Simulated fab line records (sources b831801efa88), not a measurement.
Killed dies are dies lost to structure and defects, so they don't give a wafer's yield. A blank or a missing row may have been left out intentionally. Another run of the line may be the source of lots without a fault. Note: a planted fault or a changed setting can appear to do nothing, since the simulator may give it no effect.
fab line records | flow sky130
record lots=6 | wafers=18 | last-day=49
route steps=708 shown GATE_OXIDE@191 POLY_GATE@204 PAD_OPEN@708
lots that met no fault: from a run of the same line without faults
start-h: hours from the record's opening day to when the first of the lot's shown wafers began | wait-h: time in hours since the lot's previous step | " the same as in the row above | L1.1+2: one row covering several wafers at once | - value missing, or start not given | * or withheld: withheld | < > ~ a bound
route shown NAME@n: a module of which the file shows steps, and the number in the route of the first | usual: average and standard deviation across the fault-free wafers | same: alike in all rows | chamber/n: place in a boat | sites: the reading at each site | _std_site: the standard deviation of these | _edge_site: outer sites' mean less inner sites' | radius-mm: how far each site lies from the wafer's centre | mask NAME#n: copy n | behind: the tool/chamber that last shaped the wafer | hold: reason for holding the lot/hours on hold/outcome of the hold | device: whichever transistor did not switch (one of n, p or np) | end of line: the route-end tests of the same wafers | step lacking rows: just its recipe | killed: at the first sort, the dies lost to defects and structure; wafer yield is something else | map: a wafer's dies, marking killed ones x, the rest . and places with no die _
set.NAME: the setting as run; set.NAME@STEP: as run at that earlier step | model.NAME: the simulator's own value behind a step, which no gauge read
lots at selected steps of the route; one table per step, one row per wafer
services: a tool's chamber out of use, with start hour (start-h, from the record's first day; less than 0 if before it), hours out, and reason
## steps
# step SKY_GATE_OXIDE_HMDS_04
# recipe prime-time-s=60 | prime-temp-c=120
# step SKY_GATE_OXIDE_COAT_05
# recipe resist=NOVOLAK | spin-rpm=3000 | resist-thk-nm=1140
# step SKY_GATE_OXIDE_SOFTBAKE_06
# recipe temp-c=90 | time-s=60 | resist=NOVOLAK
# step SKY_GATE_OXIDE_EXPOSE_07
# recipe mask-id=LVOM | na=0.6 | source-shape=conventional | sigma-outer=0.6 | polarization=unpolarized | target-cd-nm=600 | dose-mj=170
# step SKY_GATE_OXIDE_PEB_08
# recipe temp-c=withheld | time-s=* | resist=NOVOLAK
# step SKY_GATE_OXIDE_DEVELOP_09
# recipe resist=NOVOLAK | developer=TMAH | develop-time-s=60 | dev-temp-c=23
# step SKY_GATE_OXIDE_OVL_MEAS_10
# usual GATE_OXIDE_OVL=0.4/1.7
lot.wafer | tool       | chamber | start-h | wait-h | GATE_OXIDE_OVL[nm]
L176.1    | overlay-02 | -       | 342.32  | 0.1    | -0.2
L176.5    | "          | -       | "       | "      | -1.2
L176.6    | "          | -       | "       | "      | -1.0
L184.3    | overlay-02 | -       | 413.26  | 0.1    | -3.2
L184.5    | "          | -       | "       | "      | -1.6
L184.6    | "          | -       | "       | "      | -0.8
L185.1    | overlay-02 | -       | 424.49  | 0.1    | -1.1
L185.5    | "          | -       | "       | "      | -0.7
L185.6    | "          | -       | "       | "      | -0.5
L187.1    | overlay-02 | -       | 440.55  | 0.1    | -1.6
L187.3    | "          | -       | "       | "      | -0.4
L187.6    | "          | -       | "       | "      | 0.5
L188.2    | overlay-01 | -       | 450.35  | 0.1    | 4.0
L188.4    | "          | -       | "       | "      | 2.3
L188.5    | "          | -       | "       | "      | 1.7
L189.3    | overlay-01 | -       | 452.41  | 0.1    | 2.7
L189.5    | "          | -       | "       | "      | 1.4
L189.6    | "          | -       | "       | "      | 0.0
# step SKY_GATE_OXIDE_IMPLANT_11
# recipe species=B | energy-kev=10 | dose-cm2=2.6e+12 | tilt-deg=withheld
# step SKY_GATE_OXIDE_WET_ETCH_12
# recipe chemistry=dHF | target-depth-nm=16.8 | dry=n2-spin | target=SiO2 | dilution=100:1 | temp-c=25 | time-s=336
# step SKY_GATE_OXIDE_STRIP_13
# recipe chemistry=O2/N2 | power-w=1400 | pressure-mtorr=1500 | platen-temp-c=withheld | o2-flow-sccm=3000 | n2-flow-sccm=300 | overash-fraction=0.5
# usual drypump-motor-current-A=5.9/0.39 | oes-product-au=0.716/0.0042 | strip-time-to-endpoint-s=14.18/0.04
# same overash-fraction=0.5
lot.wafer | tool            | chamber | start-h | wait-h | drypump-motor-current-A | oes-product-au | rf-hours-counter-h | strip-time-to-endpoint-s
L176.1    | plasma-asher-04 | 0       | 342.60  | 0.0    | 6.6                     | 0.714          | 51                 | 14.17
L176.5    | "               | 1       | "       | "      | 5.8                     | 0.707          | -                  | 14.18
L176.6    | "               | 0       | "       | "      | 6.6                     | 0.717          | -                  | 14.21
L184.3    | plasma-asher-04 | 1       | 413.69  | 0.0    | 5.8                     | 0.718          | -                  | 14.18
L184.5    | "               | 0       | "       | "      | 6.6                     | 0.708          | -                  | 14.17
L184.6    | "               | 1       | "       | "      | 5.7                     | 0.721          | -                  | 14.19
L185.1    | plasma-asher-02 | 1       | 424.78  | 0.0    | 5.5                     | 0.716          | 29                 | 14.23
L185.5    | "               | 0       | "       | "      | 5.9                     | 0.719          | -                  | 14.25
L185.6    | "               | 1       | "       | "      | 5.5                     | 0.714          | -                  | 14.27
L187.1    | plasma-asher-02 | 0       | 440.83  | 0.0    | 5.9                     | 0.709          | 30                 | 14.14
L187.3    | "               | 1       | "       | "      | 5.5                     | 0.724          | -                  | 14.10
L187.6    | "               | 0       | "       | "      | 5.9                     | 0.714          | -                  | 14.11
L188.2    | plasma-asher-03 | 0       | 450.63  | 0.0    | 6.3                     | 0.712          | 75                 | 14.28
L188.4    | "               | 0       | "       | "      | 6.3                     | 0.719          | -                  | 14.23
L188.5    | "               | 0       | "       | "      | 6.3                     | 0.719          | -                  | 14.26
L189.3    | plasma-asher-02 | 0       | 452.72  | 0.0    | 5.9                     | 0.714          | -                  | 14.20
L189.5    | "               | 1       | "       | "      | 5.5                     | 0.709          | -                  | 14.14
L189.6    | "               | 0       | "       | "      | 5.9                     | 0.716          | -                  | 14.15
# step SKY_GATE_OXIDE_TW_MEAS_14
# usual GATE_OXIDE_TW=223.4/2.9
lot.wafer | tool          | chamber | start-h | wait-h | GATE_OXIDE_TW
L176.1    | film-metro-03 | -       | 342.70  | 0.1    | 228.6
L176.5    | "             | -       | "       | "      | 228.2
L176.6    | "             | -       | "       | "      | 226.8
L184.3    | film-metro-01 | -       | 413.77  | 0.1    | 220.0
L184.5    | "             | -       | "       | "      | 218.8
L184.6    | "             | -       | "       | "      | 220.2
L185.1    | film-metro-02 | -       | 424.88  | 0.1    | 224.8
L185.5    | "             | -       | "       | "      | 224.5
L185.6    | "             | -       | "       | "      | 224.2
L187.1    | film-metro-02 | -       | 440.93  | 0.1    | 223.9
L187.3    | "             | -       | "       | "      | 223.6
L187.6    | "             | -       | "       | "      | 225.1
L188.2    | film-metro-02 | -       | 450.74  | 0.1    | 223.7
L188.4    | "             | -       | "       | "      | 224.6
L188.5    | "             | -       | "       | "      | 224.0
L189.3    | film-metro-02 | -       | 452.80  | 0.1    | 224.5
L189.5    | "             | -       | "       | "      | 224.3
L189.6    | "             | -       | "       | "      | 225.3
# step SKY_GATE_OXIDE_CLEAN_15
# recipe chemistry=SC1/SC2 | mix=1:4:20 | temp-c=70 | time-s=150 | dry=n2-spin
# step SKY_GATE_OXIDE_OXIDATION_16
# recipe temp-c=800 | ambient=O2 | idle-temp-c=700 | ramp-up-c-per-min=10 | ramp-down-c-per-min=3 | stabilise-s=600 | purge-s=300 | target-thk-a=35.7 | ox-time-s=1915
# usual spike-tc-upper-C=801.2/1 | tube-center-temp-C=800.01/0.068 | tube_center_temp_C_max=802.0/0.31
lot.wafer | tool       | chamber | start-h | wait-h | spike-tc-upper-C | tube-center-temp-C | tube_center_temp_C_max | model.SiO2_of_GATE_OXIDE_OXIDATION_01.thk-nm
L176.1    | furnace-02 | 0       | 348.97  | 6.1    | 800.4            | 799.92             | 801.7                  | 11.58
L176.5    | "          | 0       | "       | "      | 802.9            | 799.95             | 801.9                  | 11.61
L176.6    | "          | 0       | "       | "      | 800.7            | 800.1              | 802.1                  | 11.66
L184.3    | furnace-01 | 0       | 414.68  | 0.8    | 800.5            | 799.83             | 802.3                  | 11.75
L184.5    | "          | 0       | "       | "      | 801.6            | 800.12             | 802.7                  | 11.55
L184.6    | "          | 0       | "       | "      | 801.0            | 799.98             | 801.8                  | 11.88
L185.1    | furnace-01 | 0       | 424.99  | 0.0    | 800.3            | 799.94             | 801.9                  | 12.96
L185.5    | "          | 0       | "       | "      | 799.8            | 800.13             | 802.1                  | 13.08
L185.6    | "          | 0       | "       | "      | 801.0            | 799.93             | 802.0                  | 12.97
L187.1    | furnace-02 | 0       | 441.04  | 0.0    | 802.5            | 800                | 802.0                  | 11.78
L187.3    | "          | 0       | "       | "      | 800.0            | 799.92             | 801.8                  | 11.76
L187.6    | "          | 0       | "       | "      | 803.7            | 799.95             | 802.0                  | 11.84
L188.2    | furnace-02 | 0       | 450.85  | 0.0    | 800.8            | 799.98             | 802.2                  | 11.58
L188.4    | "          | 0       | "       | "      | 802.4            | 800.1              | 802.3                  | 11.65
L188.5    | "          | 0       | "       | "      | 800.6            | 800.07             | 802.2                  | 11.58
L189.3    | furnace-01 | 0       | 452.99  | 0.1    | 800.0            | 799.99             | 802.1                  | 13.07
L189.5    | "          | 0       | "       | "      | 799.7            | 799.99             | 802.2                  | 13.08
L189.6    | "          | 0       | "       | "      | 802.0            | 799.91             | 801.8                  | 13.17
# step SKY_POLY_GATE_CVD_00
# recipe material=poly-Si | target-thk-nm=180 | temp-c=620 | time-s=720 | pressure-mtorr=200
# step SKY_PAD_OPEN_PROBE_99
# usual killed_at_M0_to_M3=44/7.2 | killed_at_M4_up=3.4/2.1 | killed-at-contacts=24/5.5 | killed-at-front-end=15/4.6 | killed-at-other=0.4/0.64 | killed-dies=86/9.1 | killed-open=47/7.5 | killed-short=39/5.8
# same gross-dies=492 | killed-at-back-side=0
lot.wafer | tool      | chamber | start-h | wait-h | killed_at_M0_to_M3 | killed_at_M4_up | killed-at-contacts | killed-at-front-end | killed-at-other | killed-dies | killed-open | killed-short | model.etest.nfet_16v.r-on-ohm-um | model.etest.pfet_01v8.r-on-ohm-um | model.etest.tip-sonos.rs-ohm-sq | model.etest.nfet_01v8.r-on-ohm-um | model.etest.pfet-g5v0d10v5.r-on-ohm-um | model.etest.nfet_01v8_lvt.drive-ua-um | model.etest.tip-p.rs-ohm-sq | model.etest.nfet_01v8_turned.drive-ua-um
L176.1    | prober-02 | -       | 1102.16 | 0.1    | 40                 | 4               | 23                 | 14                  | 0               | 81          | 43          | 38           | 1.384e+04                        | 2867                              | 2594                            | 825.1                             | 4735                                   | 575.1                                 | 6759                        | 502.5
L176.5    | prober-02 | -       | 1102.36 | 0.2    | 39                 | 8               | 19                 | 13                  | 0               | 79          | 40          | 39           | 1.386e+04                        | 2896                              | 2597                            | 835.6                             | 4745                                   | 561.8                                 | 6838                        | 491
L176.6    | prober-02 | -       | 1102.41 | 0.2    | 55                 | 4               | 23                 | 17                  | 0               | 99          | 59          | 40           | 1.38e+04                         | 2893                              | 2620                            | 822                               | 4783                                   | 583.2                                 | 6795                        | 513.5
L184.3    | prober-01 | -       | 1148.61 | 0.2    | 45                 | 4               | 25                 | 15                  | 1               | 90          | 57          | 31           | 1.392e+04                        | 2945                              | 2688                            | 844                               | 4730                                   | 567.9                                 | 6800                        | 494.3
L184.5    | prober-01 | -       | 1148.71 | 0.2    | 44                 | 2               | 34                 | 15                  | 2               | 97          | 49          | 48           | 1.396e+04                        | 2933                              | 2663                            | 840.3                             | 4741                                   | 567.6                                 | 6809                        | 502
L184.6    | prober-01 | -       | 1148.76 | 0.2    | 42                 | 1               | 28                 | 11                  | 2               | 84          | 51          | 31           | 1.406e+04                        | 2897                              | 2728                            | 807.2                             | 4730                                   | 590.7                                 | 6821                        | 523.1
L185.1    | prober-02 | -       | 1157.11 | 0.1    | 33                 | 6               | 28                 | 19                  | 0               | 86          | 49          | 37           | 1.478e+04                        | 3540                              | 3011                            | 1132                              | 4990                                   | 390.3                                 | 7011                        | 325.4
L185.5    | prober-02 | -       | 1157.31 | 0.2    | 40                 | 3               | 15                 | 12                  | 0               | 70          | 43          | 27           | 1.49e+04                         | 3542                              | 3086                            | 1151                              | 5007                                   | 389.3                                 | 7083                        | 323.3
L185.6    | prober-02 | -       | 1157.36 | 0.2    | 38                 | 5               | 20                 | 11                  | 0               | 74          | 42          | 32           | 1.482e+04                        | 3509                              | 3052                            | 1153                              | 4994                                   | 385.6                                 | 7097                        | 319.8
L187.1    | prober-01 | -       | 1163.11 | 0.1    | 58                 | 4               | 20                 | 10                  | 0               | 92          | 57          | 35           | 1.394e+04                        | 2904                              | 2784                            | 846.8                             | 4828                                   | 564.2                                 | 6788                        | 496.1
L187.3    | prober-01 | -       | 1163.21 | 0.2    | 45                 | 1               | 20                 | 22                  | 0               | 88          | 47          | 41           | 1.398e+04                        | 2932                              | 2758                            | 859.2                             | 4771                                   | 549.9                                 | 6755                        | 481.6
L187.6    | prober-01 | -       | 1163.36 | 0.2    | 47                 | 2               | 15                 | 10                  | 2               | 76          | 48          | 28           | 1.412e+04                        | 2950                              | 2774                            | 854.9                             | 4865                                   | 559.2                                 | 6769                        | 492
L188.2    | prober-02 | -       | 1169.90 | 0.1    | 36                 | 2               | 28                 | 22                  | 1               | 89          | 44          | 43           | 1.428e+04                        | 2927                              | 2697                            | 836                               | 4731                                   | 563.9                                 | 6907                        | 491.1
L188.4    | prober-02 | -       | 1170.00 | 0.2    | 50                 | 3               | 19                 | 9                   | 0               | 81          | 45          | 36           | 1.43e+04                         | 3009                              | 2760                            | 849.8                             | 4790                                   | 551.8                                 | 6921                        | 477.7
L188.5    | prober-02 | -       | 1170.05 | 0.2    | 51                 | 3               | 26                 | 11                  | 1               | 92          | 52          | 39           | 1.431e+04                        | 2920                              | 2750                            | 829.5                             | 4699                                   | 571.4                                 | 6918                        | 496.9
L189.3    | prober-01 | -       | 1170.96 | 0.2    | 44                 | 3               | 34                 | 9                   | 1               | 91          | 51          | 40           | 1.475e+04                        | 3441                              | 2933                            | 1116                              | 5073                                   | 391.5                                 | 7062                        | 329.9
L189.5    | prober-01 | -       | 1171.06 | 0.2    | 33                 | 4               | 22                 | 10                  | 0               | 69          | 34          | 35           | 1.483e+04                        | 3537                              | 2940                            | 1147                              | 5171                                   | 381.2                                 | 7036                        | 316.1
L189.6    | prober-01 | -       | 1171.11 | 0.2    | 48                 | 9               | 23                 | 14                  | 0               | 94          | 44          | 50           | 1.486e+04                        | 3426                              | 2976                            | 1136                              | 5090                                   | 385.6                                 | 7050                        | 317.8
# killed by level:class
L176.1 VIA3:geometric-particle:open=9 LI_CONTACT:geometric-particle:open=8 VIA1:geometric-particle:open=8 METAL1:geometric-particle:short=6 FIELD_ISO:geometric-particle:short=5 CONTACT:geometric-particle:short=5 LOCAL_INTERCONNECT:geometric-particle:short=4 POLY_GATE:geometric-particle:open=3
L176.5 VIA1:geometric-particle:open=8 CONTACT:geometric-particle:open=7 VIA3:geometric-particle:open=7 POLY_GATE:geometric-particle:short=6 VIA1:geometric-particle:short=5 METAL4:geometric-particle:short=5 LOCAL_INTERCONNECT:geometric-particle:short=4 CONTACT:geometric-particle:short=4
L176.6 VIA1:geometric-particle:open=14 CONTACT:geometric-particle:open=11 VIA3:geometric-particle:open=10 FIELD_ISO:geometric-particle:open=5 CONTACT:geometric-particle:short=5 VIA1:geometric-particle:short=5 METAL2:geometric-particle:short=5 VIA2:geometric-particle:open=5
L184.3 VIA2:geometric-particle:open=10 VIA3:geometric-particle:open=9 LI_CONTACT:geometric-particle:open=8 CONTACT:geometric-particle:open=8 VIA1:geometric-particle:open=6 FIELD_ISO:geometric-particle:open=5 VIA1:geometric-particle:short=5 CONTACT:geometric-particle:short=4
L184.5 CONTACT:geometric-particle:open=13 VIA1:geometric-particle:open=10 METAL1:geometric-particle:short=8 LI_CONTACT:geometric-particle:open=8 VIA3:geometric-particle:open=6 FIELD_ISO:geometric-particle:short=5 LI_CONTACT:geometric-particle:short=4 LOCAL_INTERCONNECT:geometric-particle:short=4
L184.6 VIA1:geometric-particle:open=15 LI_CONTACT:geometric-particle:open=8 VIA2:geometric-particle:open=8 CONTACT:geometric-particle:open=6 LI_CONTACT:geometric-particle:short=5 CONTACT:geometric-particle:short=5 VIA1:geometric-particle:short=5 VIA3:geometric-particle:open=5
L185.1 VIA1:geometric-particle:open=14 CONTACT:geometric-particle:open=8 CONTACT:geometric-particle:short=6 VIA2:geometric-particle:open=6 FIELD_ISO:geometric-particle:open=5 LI_CONTACT:geometric-particle:short=5 LI_CONTACT:geometric-particle:open=5 METAL2:geometric-particle:short=5
L185.5 CONTACT:geometric-particle:open=10 VIA1:geometric-particle:open=9 VIA2:geometric-particle:open=9 VIA3:geometric-particle:open=5 VIA1:geometric-particle:short=4 FIELD_ISO:geometric-particle:open=3 FIELD_ISO:geometric-particle:short=3 METAL1:geometric-particle:short=3
L185.6 VIA1:geometric-particle:open=12 FIELD_ISO:geometric-particle:short=7 LI_CONTACT:geometric-particle:open=7 CONTACT:geometric-particle:open=6 LI_CONTACT:geometric-particle:short=4 VIA2:geometric-particle:open=4 METAL1:geometric-particle:short=3 METAL2:geometric-particle:short=3
L187.1 VIA1:geometric-particle:open=15 VIA2:geometric-particle:open=12 METAL2:geometric-particle:short=10 LI_CONTACT:geometric-particle:open=9 VIA3:geometric-particle:open=6 VIA1:geometric-particle:short=5 CONTACT:geometric-particle:open=4 METAL3:geometric-particle:short=4
L187.3 VIA1:geometric-particle:open=11 VIA2:geometric-particle:open=9 VIA1:geometric-particle:short=7 CONTACT:geometric-particle:open=7 FIELD_ISO:geometric-particle:short=6 FIELD_ISO:geometric-particle:open=5 POLY_GATE:geometric-particle:short=5 LI_CONTACT:geometric-particle:open=5
L187.6 VIA1:geometric-particle:open=13 VIA2:geometric-particle:open=13 VIA3:geometric-particle:open=6 CONTACT:geometric-particle:short=5 CONTACT:geometric-particle:open=5 FIELD_ISO:geometric-particle:open=3 METAL2:geometric-particle:short=3 VIA3:geometric-particle:short=3
L188.2 LI_CONTACT:geometric-particle:open=10 CONTACT:geometric-particle:open=8 FIELD_ISO:geometric-particle:short=7 METAL2:geometric-particle:short=7 CONTACT:geometric-particle:short=6 VIA1:geometric-particle:open=6 VIA3:geometric-particle:open=5 FIELD_ISO:geometric-particle:open=4
L188.4 VIA1:geometric-particle:open=10 METAL1:geometric-particle:short=9 VIA3:geometric-particle:open=9 VIA2:geometric-particle:open=8 LI_CONTACT:geometric-particle:open=7 CONTACT:geometric-particle:open=5 POLY_GATE:geometric-particle:short=4 VIA1:geometric-particle:short=4
L188.5 VIA1:geometric-particle:short=10 LI_CONTACT:geometric-particle:open=9 VIA1:geometric-particle:open=9 VIA2:geometric-particle:open=8 CONTACT:geometric-particle:open=8 VIA3:geometric-particle:open=8 POLY_GATE:geometric-particle:open=4 CONTACT:geometric-particle:short=4
L189.3 LI_CONTACT:geometric-particle:open=12 CONTACT:geometric-particle:open=8 VIA2:geometric-particle:open=8 VIA1:geometric-particle:open=7 VIA3:geometric-particle:open=6 METAL2:geometric-particle:short=6 LI_CONTACT:geometric-particle:short=5 VIA1:geometric-particle:short=5
L189.5 CONTACT:geometric-particle:open=12 METAL1:geometric-particle:short=7 METAL2:geometric-particle:short=5 POLY_GATE:geometric-particle:short=4 LI_CONTACT:geometric-particle:open=4 VIA1:geometric-particle:open=4 METAL2:geometric-particle:open=3 VIA1:geometric-particle:short=3
L189.6 CONTACT:geometric-particle:open=8 VIA1:geometric-particle:open=8 METAL2:geometric-particle:short=8 VIA3:geometric-particle:open=8 POLY_GATE:geometric-particle:short=6 METAL1:geometric-particle:short=6 METAL4:geometric-particle:short=6 LI_CONTACT:geometric-particle:short=5
## services
tool            | chamber | start-h | hours | kind
plasma-asher-02 | -       | 350.67  | 2.8   | repair
furnace-02      | -       | 353.25  | 2.6   | pm
furnace-01      | -       | 368.63  | 2.6   | pm
plasma-asher-03 | -       | 373.74  | 6.5   | repair
## key
first-sign none at tools or gauges
model-effect step=SKY_GATE_OXIDE_OXIDATION_16 | value=SiO2_of_GATE_OXIDE_OXIDATION_01.thk-nm | without=11.63 | struck=13.05
model-effect step=SKY_PAD_OPEN_PROBE_99 | value=etest.nfet_16v.r-on-ohm-um | without=1.408e+04 | struck=1.483e+04
met-at SKY_GATE_OXIDE_OXIDATION_16
struck-wafers L185.1,L185.5,L185.6,L189.3,L189.5,L189.6
tester-left-out L185,L189
onset-between 414.68 424.99
fault kind=process-parameter-drift | tool=furnace-01 | chamber=- | onset-h=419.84 | steps=SKY_GATE_OXIDE_OXIDATION_16 | channel=ox-time-s | offset=* | shape=step | end-h=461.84 | acts-in=* | stated=*
# tester-left-out: of these lots the tester's yield and bins aren't shown, on N5 and GAA mostly nor the transistor test; their killed dies are dies lost to structure and defects alone, not to doping, threshold or leakage, so they don't give the yield
